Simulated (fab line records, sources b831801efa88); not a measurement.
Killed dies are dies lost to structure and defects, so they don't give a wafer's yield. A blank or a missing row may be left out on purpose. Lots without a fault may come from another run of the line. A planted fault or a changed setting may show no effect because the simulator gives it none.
Problem report in the 8D (eight disciplines) form, filled by code | flow sfq_line | the parts of the form that need people (team, actions taken, sign-off) are left out

1. THE PROBLEM
thk_nm at SFQ_TRILAYER_I1_METRO_MEASURE_047 reads a mean of 184.8 nm on 6 wafers of 2 lots; wafers without a fault read 199.7 nm with a standard deviation of 1.2. That is -12 standard deviations from the usual mean.
First seen on wafer L396.1, day 32 16:30, on film_metro-03. The record holds 42 wafers of 14 lots with a number at this step. Rule for "out", or "out of limits": more than 4 standard deviations from the usual mean. The other wafers with a number count as sound.

2. WHAT IT IS AND WHAT IT IS NOT
question                    | is                           | is not
which readings at this step | thk_nm                       | -
which lots                  | L396, L398                   | L380, L381, L382, L383, L384, L385, L388, L397, L399, L400, L401, L402
which wafers of those lots  | all that have a number       | -
read on which tools         | film_metro-03, film_metro-04 | film_metro-02
when                        | from day 32 16:30            | up to then (24 sound wafers); but 12 sound wafers of L399, L400, L401, L402 came after

3. SUSPECTS, AND WHAT RULES EACH OUT
Counting: a tool at a process step up to the reading stays a suspect if it ran every lot that is out and no sound lot after the first of them.
- cmp-02 at SFQ_TRILAYER_I1_CMP_CMP_046 (polishes SiO2): kept. It ran every lot that is out, first L396 (day 32 07:38), and no sound lot after that; its last sound lot up to then is L388 (day 29 04:44).
Left after counting: cmp-02 at SFQ_TRILAYER_I1_CMP_CMP_046.

4. THE CAUSE (what the simulator had put in)
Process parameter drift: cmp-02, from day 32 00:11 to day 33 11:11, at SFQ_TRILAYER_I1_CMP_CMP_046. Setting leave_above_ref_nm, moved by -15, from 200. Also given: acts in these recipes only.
Counting left only this tool.

5. THE CHAIN OF EFFECTS, in route order
Each row: a reading whose mean over the struck wafers that have a number lies more than 3 standard deviations from the usual. Only readings for which the record gives a usual standard deviation are gone through. hours: the time from each lot's start at the first step in this table that gives one to its start at this step, as a median over the lots. sigmas: the change in usual standard deviations.
hours | step                                  | reading        | usual      | on struck wafers | change | sigmas
0     | SFQ_TRILAYER_I1_METRO_MEASURE_047     | thk_nm         | 199.7 nm   | 184.8            | -14.9  | -12
145   | SFQ_TRILAYER_I1_VIA_ETCH_VIA_ETCH_052 | oes_product_au | 0.854 a.u. | 0.818            | -0.036 | -6.7
The process steps in it:
- SFQ_TRILAYER_I1_METRO_MEASURE_047
- SFQ_TRILAYER_I1_VIA_ETCH_VIA_ETCH_052: etches SiO2 in CHF3, stops on Nb, target depth 260 nm.

6. WHAT WOULD HAVE CAUGHT IT SOONER
In this record the first reading out of limits was taken at day 32 16:30, 16 hours after the fault began at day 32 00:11.
Of the tool readings at SFQ_TRILAYER_I1_CMP_CMP_046 for which the record gives a usual standard deviation, none was out on any struck wafer, so an alarm limit of 4 standard deviations on them would not have fired.
Of the lots that are out (2), L398 began SFQ_TRILAYER_I1_CMP_CMP_046 on cmp-02 after day 32 16:30. A hold on the tool at that time would have spared it.
